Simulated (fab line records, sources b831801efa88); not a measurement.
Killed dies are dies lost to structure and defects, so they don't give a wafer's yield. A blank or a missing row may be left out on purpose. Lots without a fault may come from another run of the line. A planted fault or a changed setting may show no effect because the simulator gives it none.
fab line records | flow sky130
record lots=5 wafers=15 last_day=50
route steps=708 shown RES_PROTECT@210 POLY_GATE@213 LDD_N@237
lots that met no fault: from a run of the same line without faults
start_h: hours from the record's first day to the start of the lot's first wafer shown | wait_h: hours since the lot's step before | " the same as in the row above | L1.1+2: a row that stands for several wafers | - no value, or no start given | * or withheld: withheld | < > ~ a bound
route shown NAME@n: a module of which the file shows steps, and the number in the route of the first | usual: mean/standard deviation of fault-free wafers | same: alike in all rows | chamber/n: place in a boat | sites: the reading at each site | _std_site: their standard deviation | _edge_site: outer sites' mean less inner sites' | radius_mm: how far each site lies from the wafer's centre | mask NAME#n: copy n | behind: the tool/chamber that last shaped the wafer | hold: why the lot was held/for how many hours/how that ended | device: the transistor (n, p or np) that didn't switch | end of line: the same wafers' tests at the end of the route | a step without rows: its recipe alone | killed: dies lost to structure and defects at the first sort, not the wafer's yield | map: a wafer's dies, x killed, . not, _ none there
set.NAME: the setting as run; set.NAME@STEP: as run at that earlier step | model.NAME: the simulator's own value behind a step, which no gauge read
lots at some steps of the route; a table a step, a row a wafer
services: from which hour (start_h, from the record's first day; less than 0 if before it) a tool's chamber was out of use, for how many hours, and why
## steps
# step SKY_RES_PROTECT_EXPOSE_04
# recipe mask_id=RPM na=0.6 source_shape=conventional sigma_outer=0.6 polarization=unpolarized target_cd_nm=1270 dose_mj=131
# columns lot.wafer tool chamber start_h wait_h mask
L075.4+5+6 iline_stepper-02 0 - - RPM#0
L080.1+4+5 iline_stepper-01 0 - - RPM#0
L092.3+5+6 iline_stepper-01 0 - - RPM#0
L094.1+2+6 iline_stepper-01 0 - - RPM#0
L096.2+4+6 iline_stepper-02 0 - - RPM#0
# step SKY_RES_PROTECT_PEB_05
# recipe temp_c=withheld time_s=* resist=NOVOLAK
# columns lot.wafer tool chamber start_h wait_h
L075.4+5+6 litho_track-03 0 - -
L080.1+4+5 litho_track-02 0 - -
L092.3+5+6 litho_track-03 0 - -
L094.1+2+6 litho_track-04 0 - -
L096.2+4+6 litho_track-03 0 - -
# step SKY_RES_PROTECT_DEVELOP_06
# recipe resist=NOVOLAK developer=TMAH develop_time_s=60 dev_temp_c=23
# columns lot.wafer tool chamber start_h wait_h
L075.4+5+6 litho_track-03 0 353.61 0.1
L080.1+4+5 litho_track-02 0 405.41 0.1
L092.3+5+6 litho_track-03 0 491.93 0.1
L094.1+2+6 litho_track-04 0 508.26 0.1
L096.2+4+6 litho_track-03 0 544.16 0.1
# step SKY_POLY_GATE_IMPLANT_02
# recipe species=P energy_kev=30 dose_cm2=7.7e+15 tilt_deg=0
# usual tilt_deg=0.001/0.018
# columns lot.wafer tool chamber start_h wait_h tilt_deg
L075.4 implanter-04 0 353.76 0.1 0.009
L075.5 " 0 " " -0.013
L075.6 " 0 " " -0.001
L080.1 implanter-04 0 405.56 0.1 0.032
L080.4 " 0 " " 0.010
L080.5 " 0 " " 0.017
L092.3 implanter-01 0 492.08 0.1 0.022
L092.5 " 0 " " -0.009
L092.6 " 0 " " -0.019
L094.1 implanter-04 0 508.41 0.1 -0.022
L094.2 " 0 " " -0.006
L094.6 " 0 " " -0.003
L096.2 implanter-01 0 544.31 0.1 -0.022
L096.4 " 0 " " -0.007
L096.6 " 0 " " -0.021
# step SKY_RES_PROTECT_STRIP_07
# recipe chemistry=O2/N2 power_w=1400 pressure_mtorr=1500 platen_temp_c=withheld o2_flow_sccm=3000 n2_flow_sccm=300 overash_fraction=0.5
# usual drypump_motor_current_A=5.9/0.5 oes_product_au=0.517/0.0043 strip_time_to_endpoint_s=23.29/0.048
# columns lot.wafer tool chamber start_h wait_h drypump_motor_current_A oes_product_au rf_hours_counter_h strip_time_to_endpoint_s
L075.4 plasma_asher-03 1 353.87 0.1 5.7 0.514 - 23.24
L075.5 " 1 " " 5.7 0.512 - 23.22
L075.6 " 0 " " 6.3 0.524 - 23.29
L080.1 plasma_asher-04 0 405.71 0.1 5.3 0.511 28 23.25
L080.4 " 1 " " 6.6 0.517 - 23.27
L080.5 " 1 " " 6.6 0.518 - 23.23
L092.3 plasma_asher-03 1 492.22 0.1 5.7 0.524 - 23.26
L092.5 " 0 " " 6.3 0.519 - 23.29
L092.6 " 1 " " 5.7 0.516 - 23.27
L094.1 plasma_asher-04 1 508.56 0.1 6.6 0.518 37 23.45
L094.2 " 0 " " 5.3 0.515 37 23.40
L094.6 " 1 " " 6.6 0.518 - 23.39
L096.2 plasma_asher-02 0 544.43 0.1 5.9 0.521 87 23.28
L096.4 " 0 " " 5.9 0.518 - 23.25
L096.6 " 1 " " 5.6 0.515 - 23.27
# step SKY_RES_PROTECT_TW_MEAS_08
# usual POLY_GATE_TW=4051/23
# columns lot.wafer tool chamber start_h wait_h POLY_GATE_TW
L075.4 film_metro-01 - 353.96 0.1 4029
L075.5 " - " " 4066
L075.6 " - " " 4063
L080.1 film_metro-03 - 405.81 0.1 4062
L080.4 " - " " 4080
L080.5 " - " " 4064
L092.3 film_metro-02 - 492.30 0.1 4032
L092.5 " - " " 4048
L092.6 " - " " 4021
L094.1 film_metro-03 - 508.66 0.1 4064
L094.2 " - " " 4077
L094.6 " - " " 4069
L096.2 film_metro-01 - 544.54 0.1 4045
L096.4 " - " " 4032
L096.6 " - " " 4034
# step SKY_RES_PROTECT_CLEAN_09
# recipe chemistry=SC1/SC2 mix=1:4:20 temp_c=70 time_s=150 dry=n2_spin
# columns lot.wafer tool chamber start_h wait_h
L075.4+5+6 wet_bench-03 2 353.99 0.0
L080.1+4+5 wet_bench-03 3 405.87 0.1
L092.3+5+6 wet_bench-04 0 492.34 0.0
L094.1+2+6 wet_bench-04 3 508.72 0.1
L096.2+4+6 wet_bench-03 3 544.59 0.0
# step SKY_POLY_GATE_CVD_03
# recipe material=Si3N4 precursor=DCS/NH3 target_thk_nm=75 temp_c=770 time_s=1290 pressure_mtorr=250
# usual pressure_mtorr=250.0/0.54 susceptor_temp_C=770.0/0.36
# columns lot.wafer tool chamber start_h wait_h pressure_mtorr susceptor_temp_C
L075.4 lpcvd-02 0 355.27 1.2 249.9 770.2
L075.5 " 0 " " 249.1 769.3
L075.6 " 0 " " 249.4 769.7
L080.1 lpcvd-02 0 405.92 0.0 250.8 770.0
L080.4 " 0 " " 250.7 769.8
L080.5 " 0 " " 250.6 770.3
L092.3 lpcvd-02 1 492.41 0.0 250.2 770.0
L092.5 " 1 " " 250.0 770.8
L092.6 " 1 " " 250.7 770.1
L094.1 lpcvd-02 0 508.86 0.1 249.7 769.8
L094.2 " 0 " " 249.8 769.9
L094.6 " 0 " " 249.5 769.8
L096.2 lpcvd-02 0 544.64 0.0 249.9 769.8
L096.4 " 0 " " 249.7 769.5
L096.6 " 0 " " 249.9 769.6
# step SKY_POLY_GATE_THK_MEAS_04
# recipe reads=Si3N4_of_POLY_GATE_CVD_03
# usual POLY_GATE_CVD_03_THK=74.8/0.59
# columns lot.wafer tool chamber start_h wait_h POLY_GATE_CVD_03_THK[nm]
L075.4 film_metro-03 - 356.66 0.0 75.0
L075.5 " - " " 74.9
L075.6 " - " " 74.4
L080.1 film_metro-03 - 407.27 0.0 74.1
L080.4 " - " " 74.3
L080.5 " - " " 74.7
L092.3 film_metro-04 - 493.79 0.0 75.2
L092.5 " - " " 75.3
L092.6 " - " " 75.3
L094.1 film_metro-02 - 510.22 0.0 73.9
L094.2 " - " " 74.9
L094.6 " - " " 74.6
L096.2 film_metro-04 - 546.01 0.0 74.9
L096.4 " - " " 74.5
L096.6 " - " " 74.8
# step SKY_POLY_GATE_DEHYDRATE_05
# recipe temp_c=200 time_s=60
# columns lot.wafer tool chamber start_h wait_h
L075.4+5+6 litho_track-03 0 368.96 12.3
L080.1+4+5 litho_track-03 0 421.68 14.4
L092.3+5+6 litho_track-03 0 509.18 15.4
L094.1+2+6 litho_track-01 0 524.11 13.9
L096.2+4+6 litho_track-04 0 560.08 14.1
# step SKY_POLY_GATE_HMDS_06
# recipe prime_time_s=60 prime_temp_c=120
# columns lot.wafer tool chamber start_h wait_h
L075.4+5+6 litho_track-03 0 369.11 0.1
L080.1+4+5 litho_track-03 0 421.83 0.1
L092.3+5+6 litho_track-03 0 509.33 0.1
L094.1+2+6 litho_track-01 0 524.26 0.1
L096.2+4+6 litho_track-04 0 560.23 0.1
# step SKY_POLY_GATE_COAT_07
# recipe resist=BARC temp_c=withheld time_s=withheld spin_rpm=3000 resist_thk_nm=110
# columns lot.wafer tool chamber start_h wait_h
L075.4+5+6 litho_track-03 0 369.26 0.1
L080.1+4+5 litho_track-03 0 421.98 0.1
L092.3+5+6 litho_track-03 0 509.48 0.1
L094.1+2+6 litho_track-01 0 524.41 0.1
L096.2+4+6 litho_track-04 0 560.38 0.1
# step SKY_POLY_GATE_COAT_08
# recipe resist=KrF-thick spin_rpm=3000 resist_thk_nm=450
# columns lot.wafer tool chamber start_h wait_h
L075.4+5+6 litho_track-03 0 - -
L080.1+4+5 litho_track-03 0 - -
L092.3+5+6 litho_track-03 0 - -
L094.1+2+6 litho_track-01 0 - -
L096.2+4+6 litho_track-04 0 - -
# step SKY_POLY_GATE_SOFTBAKE_09
# recipe temp_c=100 time_s=90 resist=KrF-thick
# columns lot.wafer tool chamber start_h wait_h
L075.4+5+6 litho_track-03 0 - -
L080.1+4+5 litho_track-03 0 - -
L092.3+5+6 litho_track-03 0 - -
L094.1+2+6 litho_track-01 0 - -
L096.2+4+6 litho_track-04 0 - -
# step SKY_POLY_GATE_EXPOSE_10
# recipe mask_id=P1M na=0.68 source_shape=conventional sigma_outer=0.6 target_cd_nm=150 dose_mj=28
# columns lot.wafer tool chamber start_h wait_h mask
L075.4+5+6 krf_scanner-02 0 - - P1M#0
L080.1+4+5 krf_scanner-01 0 - - P1M#0
L092.3+5+6 krf_scanner-01 0 - - P1M#0
L094.1+2+6 krf_scanner-01 0 - - P1M#0
L096.2+4+6 krf_scanner-02 0 - - P1M#0
# step SKY_POLY_GATE_PEB_11
# recipe peb_temp_c=withheld peb_time_s=withheld resist=KrF-thick
# columns lot.wafer tool chamber start_h wait_h
L075.4+5+6 litho_track-03 0 - -
L080.1+4+5 litho_track-03 0 - -
L092.3+5+6 litho_track-04 0 - -
L094.1+2+6 litho_track-04 0 - -
L096.2+4+6 litho_track-03 0 - -
# step SKY_POLY_GATE_DEVELOP_12
# recipe develop_time_s=60 resist=KrF-thick dev_temp_c=21
# columns lot.wafer tool chamber start_h wait_h
L075.4+5+6 litho_track-03 0 - -
L080.1+4+5 litho_track-03 0 - -
L092.3+5+6 litho_track-04 0 - -
L094.1+2+6 litho_track-04 0 - -
L096.2+4+6 litho_track-03 0 - -
# step SKY_POLY_GATE_CD_MEAS_13
# recipe target_cd_nm=150
# usual cd_nm=150.1/1.3
# columns lot.wafer tool chamber start_h wait_h cd_nm
L075.4 cd_sem-01 - 384.09 - 150.4
L075.5 " - " " 150.9
L075.6 " - " " 151.9
L080.1 cd_sem-02 - 437.63 - 152.4
L080.4 " - " " 152.2
L080.5 " - " " 151.5
L092.3 cd_sem-01 - 524.04 - 151.7
L092.5 " - " " 150.7
L092.6 " - " " 150.9
L094.1 cd_sem-01 - 540.45 - 150.3
L094.2 " - " " 149.1
L094.6 " - " " 150.7
L096.2 cd_sem-02 - 575.35 - 150.5
L096.4 " - " " 150.9
L096.6 " - " " 151.2
# step SKY_POLY_GATE_OVL_MEAS_14
# usual POLY_GATE_OVL=-1/5.7
# columns lot.wafer tool chamber start_h wait_h POLY_GATE_OVL[nm]
L075.4 overlay-01 - 384.17 0.1 -4
L075.5 " - " " -5
L075.6 " - " " -5
L080.1 overlay-01 - 437.75 0.1 5
L080.4 " - " " -4
L080.5 " - " " 12
L092.3 overlay-02 - 524.14 0.1 6
L092.5 " - " " 10
L092.6 " - " " -7
L094.1 overlay-02 - 540.57 0.1 3
L094.2 " - " " -4
L094.6 " - " " -2
L096.2 overlay-02 - 575.46 0.1 -7
L096.4 " - " " 1
L096.6 " - " " -4
# step SKY_POLY_GATE_ETCH_15
# recipe chemistry=N2/H2 target=BARC ion_energy_ev=200 source_w=500 bias_w=100 pressure_mtorr=30 n2_flow_sccm=100 h2_flow_sccm=200 stop_on=SiO2 time_s=118.5 target_depth_a=1100
# usual drypump_motor_current_A=5.6/0.55 oes_product_au=0.716/0.005 throttle_valve_pct=13.214/0.01
# columns lot.wafer tool chamber start_h wait_h drypump_motor_current_A oes_product_au rf_hours_counter_h throttle_valve_pct
L075.4 rie_diel-04 2 384.19 0.0 4.9 0.714 80 13.222
L075.5 " 2 " " 4.9 0.724 - 13.198
L075.6 " 3 " " 5.6 0.730 - 13.215
L080.1 rie_diel-04 3 437.79 0.0 5.6 0.719 11 13.206
L080.4 " 1 " " 5.8 0.729 - 13.216
L080.5 " 3 " " 5.7 0.719 - 13.233
L092.3 rie_diel-01 1 524.16 0.0 5.0 0.715 81 13.202
L092.5 " 0 " " 6.4 0.715 - 13.210
L092.6 " 1 " " 5.0 0.719 - 13.234
L094.1 rie_diel-04 0 540.61 0.0 4.9 0.718 13 13.225
L094.2 " 3 " " 5.6 0.722 12 13.218
L094.6 " 1 " " 5.7 0.722 - 13.224
L096.2 rie_diel-02 1 575.49 0.0 5.3 0.715 4 13.210
L096.4 " 3 " " 5.1 0.712 1 13.220
L096.6 " 1 " " 5.3 0.708 - 13.214
# step SKY_POLY_GATE_ETCH_16
# recipe stop_on=poly-Si chemistry=CH3F/O2 target=Si3N4 source_w=400 bias_w=80 pressure_mtorr=25 ch3f_flow_sccm=40 O2_flow_sccm=30 time_s=147.5 target_depth_a=750
# usual drypump_motor_current_A=5.6/0.56 oes_product_au=0.639/0.0048 throttle_valve_pct=10.535/0.0086
# columns lot.wafer tool chamber start_h wait_h drypump_motor_current_A oes_product_au rf_hours_counter_h throttle_valve_pct
L075.4 rie_diel-04 2 384.27 0.0 4.9 0.638 81 10.526
L075.5 " 2 " " 4.9 0.636 - 10.530
L075.6 " 3 " " 5.6 0.638 - 10.545
L080.1 rie_diel-04 3 437.87 0.0 5.6 0.640 11 10.539
L080.4 " 1 " " 5.7 0.640 - 10.532
L080.5 " 3 " " 5.6 0.639 - 10.530
L092.3 rie_diel-01 1 524.24 0.0 5.0 0.643 81 10.534
L092.5 " 0 " " 6.4 0.643 - 10.537
L092.6 " 1 " " 5.0 0.646 - 10.550
L094.1 rie_diel-04 0 540.69 0.0 4.9 0.635 13 10.530
L094.2 " 3 " " 5.6 0.637 12 10.543
L094.6 " 1 " " 5.7 0.645 - 10.540
L096.2 rie_diel-02 1 575.57 0.0 5.2 0.638 4 10.525
L096.4 " 3 " " 5.0 0.632 1 10.543
L096.6 " 1 " " 5.2 0.642 - 10.535
# step SKY_POLY_GATE_ETCH_17
# recipe target_depth_nm=180 stop_on=SiO2 over_etch_frac=0.56667 chemistry=HBr/Cl2 target=poly-Si icp_w=400 bias_w=100 pressure_mtorr=10 HBr_flow_sccm=150 Cl2_flow_sccm=50 time_s=70.5
# usual HBr_flow_sccm=150.0/0.45 drypump_motor_current_A=5.8/0.61 oes_product_au=0.986/0.008 throttle_valve_pct=33.684/0.0095
# columns lot.wafer tool chamber start_h wait_h HBr_flow_sccm drypump_motor_current_A oes_product_au rf_hours_counter_h throttle_valve_pct
L075.4 rie_si-01 0 384.37 0.0 150.4 5.8 0.987 6 33.687
L075.5 " 1 " " 149.9 6.5 0.979 - 33.690
L075.6 " 0 " " 150.2 5.7 0.991 - 33.685
L080.1 rie_si-01 3 437.97 0.0 149.8 4.9 0.968 3 33.702
L080.4 " 1 " " 150.0 6.6 0.978 4 33.667
L080.5 " 0 " " 149.7 5.8 0.980 - 33.684
L092.3 rie_si-01 2 524.34 0.0 149.5 5.6 0.984 28 33.669
L092.5 " 3 " " 149.9 4.9 0.970 - 33.692
L092.6 " 0 " " 149.4 5.8 0.990 - 33.684
L094.1 rie_si-01 2 540.79 0.0 150.3 5.6 0.989 28 33.701
L094.2 " 0 " " 150.0 5.8 1.009 7 33.680
L094.6 " 3 " " 150.2 4.9 0.981 - 33.700
L096.2 rie_si-01 0 575.67 0.0 149.6 5.7 0.989 7 33.689
L096.4 " 3 " " 150.1 4.9 0.994 4 33.688
L096.6 " 2 " " 149.6 5.6 0.984 - 33.678
# step SKY_POLY_GATE_STRIP_18
# recipe chemistry=O2/N2 power_w=1400 pressure_mtorr=1500 platen_temp_c=withheld o2_flow_sccm=3000 n2_flow_sccm=300 overash_fraction=0.5
# usual drypump_motor_current_A=5.9/0.33 oes_product_au=0.360/0.0054 strip_time_to_endpoint_s=3.15/0.049
# columns lot.wafer tool chamber start_h wait_h drypump_motor_current_A oes_product_au rf_hours_counter_h strip_time_to_endpoint_s
L075.4 plasma_asher-02 0 384.46 0.1 5.9 0.364 - 3.19
L075.5 " 1 " " 5.6 0.368 - 3.21
L075.6 " 0 " " 5.9 0.364 - 3.10
L080.1 plasma_asher-03 1 438.03 0.0 5.7 0.355 58 3.19
L080.4 " 0 " " 6.3 0.364 - 3.19
L080.5 " 1 " " 5.7 0.361 - 3.16
L092.3 plasma_asher-03 1 524.43 0.1 5.7 0.367 - 3.22
L092.5 " 1 " " 5.7 0.358 - 3.23
L092.6 " 0 " " 6.4 0.359 - 3.19
L094.1 plasma_asher-03 1 540.85 0.0 5.7 0.358 69 3.22
L094.2 " 0 " " 6.3 0.366 69 3.18
L094.6 " 1 " " 5.7 0.372 - 3.25
L096.2 plasma_asher-03 0 575.73 0.0 6.3 0.355 73 3.17
L096.4 " 0 " " 6.3 0.361 - 3.23
L096.6 " 1 " " 5.7 0.368 - 3.22
# step SKY_POLY_GATE_CLEAN_19
# recipe chemistry=SC1/SC2 mix=1:4:20 temp_c=70 time_s=150 dry=n2_spin
# columns lot.wafer tool chamber start_h wait_h
L075.4+5+6 wet_bench-03 3 384.53 0.0
L080.1+4+5 wet_bench-03 3 438.13 0.1
L092.3+5+6 wet_bench-03 3 524.50 0.0
L094.1+2+6 wet_bench-03 2 540.95 0.1
L096.2+4+6 wet_bench-03 3 575.83 0.1
# step SKY_POLY_GATE_OXIDATION_20
# recipe temp_c=850 ambient=O2 stabilise_s=600 purge_s=300 target_thk_a=40 ox_time_s=899
# same purge_s=300
# columns lot.wafer tool chamber start_h wait_h
L075.4+5+6 furnace-02 0 385.08 0.5
L080.1+4+5 furnace-02 0 438.32 0.1
L092.3+5+6 furnace-02 0 524.82 0.3
L094.1+2+6 furnace-02 0 541.00 0.0
L096.2+4+6 furnace-01 0 575.88 0.0
# step SKY_POLY_GATE_THK_MEAS_21
# recipe reads=SiO2_of_POLY_GATE_OXIDATION_20
# usual POLY_GATE_OXIDATION_THK=4.00/0.076
# columns lot.wafer tool chamber start_h wait_h POLY_GATE_OXIDATION_THK[nm]
L075.4 film_metro-04 - 386.36 0.0 4.02
L075.5 " - " " 3.99
L075.6 " - " " 3.96
L080.1 film_metro-04 - 439.57 0.0 3.93
L080.4 " - " " 3.90
L080.5 " - " " 3.96
L092.3 film_metro-03 - 526.09 0.0 3.93
L092.5 " - " " 3.91
L092.6 " - " " 3.91
L094.1 film_metro-03 - 542.25 0.0 4.09
L094.2 " - " " 4.09
L094.6 " - " " 4.01
L096.2 film_metro-02 - 577.14 0.0 4.10
L096.4 " - " " 4.05
L096.6 " - " " 4.12
# step SKY_POLY_GATE_CD_MEAS_22
# usual cd_nm=150.6/2.5
# columns lot.wafer tool chamber start_h wait_h cd_nm
L075.4 cd_sem-01 - 386.56 0.2 147.6
L075.5 " - " " 150.0
L075.6 " - " " 152.7
L080.1 cd_sem-01 - 439.63 0.1 154.3
L080.4 " - " " 152.3
L080.5 " - " " 154.2
L092.3 cd_sem-02 - 526.19 0.1 153.3
L092.5 " - " " 152.1
L092.6 " - " " 150.6
L094.1 cd_sem-01 - 542.31 0.1 151.0
L094.2 " - " " 151.1
L094.6 " - " " 151.3
L096.2 cd_sem-02 - 577.22 0.1 149.2
L096.4 " - " " 147.7
L096.6 " - " " 148.8
# step SKY_LDD_N_DEHYDRATE_00
# recipe temp_c=200 time_s=60
# columns lot.wafer tool chamber start_h wait_h
L075.4+5+6 litho_track-02 0 400.08 13.5
L080.1+4+5 litho_track-01 0 453.21 13.6
L092.3+5+6 litho_track-03 0 541.03 14.8
L094.1+2+6 litho_track-03 0 555.63 13.3
L096.2+4+6 litho_track-01 0 592.04 14.8
# step SKY_LDD_N_HMDS_01
# recipe prime_time_s=60 prime_temp_c=120
# columns lot.wafer tool chamber start_h wait_h
L075.4+5+6 litho_track-02 0 400.23 0.1
L080.1+4+5 litho_track-01 0 453.36 0.1
L092.3+5+6 litho_track-03 0 541.18 0.1
L094.1+2+6 litho_track-03 0 555.78 0.1
L096.2+4+6 litho_track-01 0 592.19 0.1
# step SKY_LDD_N_COAT_02
# recipe resist=NOVOLAK spin_rpm=3000 resist_thk_nm=300
# columns lot.wafer tool chamber start_h wait_h
L075.4+5+6 litho_track-02 0 400.38 0.1
L080.1+4+5 litho_track-01 0 453.51 0.1
L092.3+5+6 litho_track-03 0 541.33 0.1
L094.1+2+6 litho_track-03 0 555.93 0.1
L096.2+4+6 litho_track-01 0 592.34 0.1
# step SKY_LDD_N_SOFTBAKE_03
# recipe temp_c=90 time_s=60 resist=NOVOLAK
# columns lot.wafer tool chamber start_h wait_h
L075.4+5+6 litho_track-02 0 400.53 0.1
L080.1+4+5 litho_track-01 0 453.66 0.1
L092.3+5+6 litho_track-03 0 541.48 0.1
L094.1+2+6 litho_track-03 0 556.08 0.1
L096.2+4+6 litho_track-01 0 592.49 0.1
# step SKY_LDD_N_EXPOSE_04
# recipe mask_id=NTM target_cd_nm=840 na=0.6 source_shape=conventional sigma_outer=0.6 dose_mj=110
# columns lot.wafer tool chamber start_h wait_h mask
L075.4+5+6 iline_stepper-01 0 - - NTM#0
L080.1+4+5 iline_stepper-01 0 - - NTM#0
L092.3+5+6 iline_stepper-01 0 - - NTM#0
L094.1+2+6 iline_stepper-02 0 - - NTM#0
L096.2+4+6 iline_stepper-02 0 - - NTM#0
# step SKY_LDD_N_PEB_05
# recipe temp_c=withheld time_s=* resist=NOVOLAK
# columns lot.wafer tool chamber start_h wait_h
L075.4+5+6 litho_track-03 0 - -
L080.1+4+5 litho_track-01 0 - -
L092.3+5+6 litho_track-03 0 - -
L094.1+2+6 litho_track-01 0 - -
L096.2+4+6 litho_track-01 0 - -
# step SKY_LDD_N_DEVELOP_06
# recipe develop_time_s=60 dev_temp_c=23
# columns lot.wafer tool chamber start_h wait_h
L075.4+5+6 litho_track-03 0 415.76 0.1
L080.1+4+5 litho_track-01 0 469.36 0.1
L092.3+5+6 litho_track-03 0 555.23 0.1
L094.1+2+6 litho_track-01 0 570.36 0.1
L096.2+4+6 litho_track-01 0 606.04 0.1
# step SKY_LDD_N_OVL_MEAS_07
# usual LDD_N_OVL=-1.6/1.6
# columns lot.wafer tool chamber start_h wait_h LDD_N_OVL[nm]
L075.4 overlay-01 - 415.85 0.1 -2.0
L075.5 " - " " -1.8
L075.6 " - " " 1.0
L080.1 overlay-02 - 469.51 0.1 -1.5
L080.4 " - " " -1.9
L080.5 " - " " -2.4
L092.3 overlay-01 - 555.34 0.1 -1.5
L092.5 " - " " -0.7
L092.6 " - " " 0.4
L094.1 overlay-01 - 570.51 0.1 -4.3
L094.2 " - " " -5.5
L094.6 " - " " -4.3
L096.2 overlay-02 - 606.17 0.1 0.3
L096.4 " - " " -1.1
L096.6 " - " " -1.1
# step SKY_LDD_N_IMPLANT_08
# recipe species=As energy_kev=20 dose_cm2=7.5e+13 tilt_deg=withheld rotation_deg=23
# columns lot.wafer tool chamber start_h wait_h
L075.4+5+6 implanter-04 0 415.94 0.1
L080.1+4+5 implanter-03 0 469.55 0.0
L092.3+5+6 implanter-01 0 555.42 0.1
L094.1+2+6 implanter-03 0 570.99 0.5
L096.2+4+6 implanter-03 0 606.22 0.0
# step SKY_LDD_N_IMPLANT_09
# recipe species=As energy_kev=20 dose_cm2=7.5e+13 tilt_deg=withheld rotation_deg=113
# columns lot.wafer tool chamber start_h wait_h
L075.4+5+6 implanter-04 0 416.09 0.1
L080.1+4+5 implanter-03 0 469.70 0.1
L092.3+5+6 implanter-01 0 555.57 0.1
L094.1+2+6 implanter-03 0 571.14 0.1
L096.2+4+6 implanter-03 0 606.37 0.1
# step SKY_LDD_N_IMPLANT_10
# recipe species=As energy_kev=20 dose_cm2=7.5e+13 tilt_deg=withheld rotation_deg=203
# columns lot.wafer tool chamber start_h wait_h
L075.4+5+6 implanter-04 0 416.24 0.1
L080.1+4+5 implanter-03 0 469.85 0.1
L092.3+5+6 implanter-01 0 555.72 0.1
L094.1+2+6 implanter-03 0 571.29 0.1
L096.2+4+6 implanter-03 0 606.52 0.1
# step SKY_LDD_N_IMPLANT_11
# recipe species=As energy_kev=20 dose_cm2=7.5e+13 tilt_deg=withheld rotation_deg=293
# columns lot.wafer tool chamber start_h wait_h
L075.4+5+6 implanter-04 0 416.39 0.1
L080.1+4+5 implanter-03 0 470.00 0.1
L092.3+5+6 implanter-01 0 555.87 0.1
L094.1+2+6 implanter-03 0 571.44 0.1
L096.2+4+6 implanter-03 0 606.67 0.1
# step SKY_LDD_N_IMPLANT_12
# recipe species=BF2 energy_kev=50 dose_cm2=5e+12 tilt_deg=30 rotation_deg=0
# usual tilt_deg=30.001/0.021
# columns lot.wafer tool chamber start_h wait_h tilt_deg
L075.4 implanter-04 0 416.54 0.1 30.004
L075.5 " 0 " " 30.029
L075.6 " 0 " " 30.014
L080.1 implanter-03 0 470.15 0.1 29.986
L080.4 " 0 " " 29.984
L080.5 " 0 " " 29.998
L092.3 implanter-01 0 556.02 0.1 30.040
L092.5 " 0 " " 30.041
L092.6 " 0 " " 30.001
L094.1 implanter-03 0 571.59 0.1 30.004
L094.2 " 0 " " 30.024
L094.6 " 0 " " 29.987
L096.2 implanter-03 0 606.82 0.1 30.020
L096.4 " 0 " " 29.999
L096.6 " 0 " " 30.032
# step SKY_LDD_N_IMPLANT_13
# recipe species=BF2 energy_kev=50 dose_cm2=5e+12 tilt_deg=30 rotation_deg=90
# usual tilt_deg=30.001/0.019
# columns lot.wafer tool chamber start_h wait_h tilt_deg
L075.4 implanter-04 0 416.69 0.1 30.028
L075.5 " 0 " " 30.005
L075.6 " 0 " " 30.011
L080.1 implanter-03 0 470.30 0.1 30.000
L080.4 " 0 " " 29.984
L080.5 " 0 " " 29.988
L092.3 implanter-01 0 556.17 0.1 30.003
L092.5 " 0 " " 30.006
L092.6 " 0 " " 29.993
L094.1 implanter-03 0 571.74 0.1 30.012
L094.2 " 0 " " 30.011
L094.6 " 0 " " 30.027
L096.2 implanter-03 0 606.97 0.1 30.024
L096.4 " 0 " " 30.013
L096.6 " 0 " " 29.973
# step SKY_LDD_N_IMPLANT_14
# recipe species=BF2 energy_kev=50 dose_cm2=5e+12 tilt_deg=30 rotation_deg=180
# usual tilt_deg=29.996/0.021
# columns lot.wafer tool chamber start_h wait_h tilt_deg
L075.4 implanter-04 0 416.84 0.1 30.017
L075.5 " 0 " " 30.020
L075.6 " 0 " " 30.018
L080.1 implanter-03 0 470.45 0.1 29.989
L080.4 " 0 " " 29.999
L080.5 " 0 " " 29.994
L092.3 implanter-01 0 556.32 0.1 30.013
L092.5 " 0 " " 29.991
L092.6 " 0 " " 30.003
L094.1 implanter-03 0 571.89 0.1 30.019
L094.2 " 0 " " 30.026
L094.6 " 0 " " 29.983
L096.2 implanter-03 0 607.12 0.1 30.008
L096.4 " 0 " " 29.996
L096.6 " 0 " " 30.011
# step SKY_LDD_N_IMPLANT_15
# recipe species=BF2 energy_kev=50 dose_cm2=5e+12 tilt_deg=30 rotation_deg=270
# usual tilt_deg=30.000/0.019
# columns lot.wafer tool chamber start_h wait_h tilt_deg
L075.4 implanter-04 0 416.99 0.1 29.969
L075.5 " 0 " " 30.033
L075.6 " 0 " " 30.023
L080.1 implanter-03 0 470.60 0.1 30.001
L080.4 " 0 " " 30.018
L080.5 " 0 " " 30.002
L092.3 implanter-01 0 556.47 0.1 29.991
L092.5 " 0 " " 30.003
L092.6 " 0 " " 30.028
L094.1 implanter-03 0 572.04 0.1 30.005
L094.2 " 0 " " 29.972
L094.6 " 0 " " 30.011
L096.2 implanter-03 0 607.27 0.1 29.993
L096.4 " 0 " " 29.996
L096.6 " 0 " " 30.001
## services
# columns tool chamber start_h hours kind
rie_si-01 3 318.62 4.2 repair
rie_si-01 2 324.71 2.1 repair
implanter-01 - 325.97 4.4 pm
implanter-04 - 333.31 5.4 repair
iline_stepper-01 - 335.50 25.3 repair
rie_si-01 0 340.67 5.1 repair
implanter-04 - 347.69 2.1 repair
rie_si-01 - 351.43 2.8 pm
rie_si-01 - 369.32 14.6 pm
rie_diel-04 - 372.53 2.8 pm
rie_diel-04 0 386.01 11.7 repair
rie_si-01 0 386.16 19.8 repair
rie_si-01 1 397.17 2.5 repair
iline_stepper-01 - 423.12 2.1 pm
lpcvd-02 - 427.83 14.1 repair
rie_diel-04 - 430.99 0.2 repair
iline_stepper-01 - 432.74 1.7 pm
rie_diel-04 2 435.99 21.6 repair
implanter-04 - 451.58 1.4 repair
implanter-01 - 526.52 0.7 repair
implanter-03 - 534.47 3.8 pm
implanter-01 - 561.96 22.0 pm
implanter-04 - 567.32 5.9 pm
implanter-04 - 584.45 1.7 repair
## key
fault none
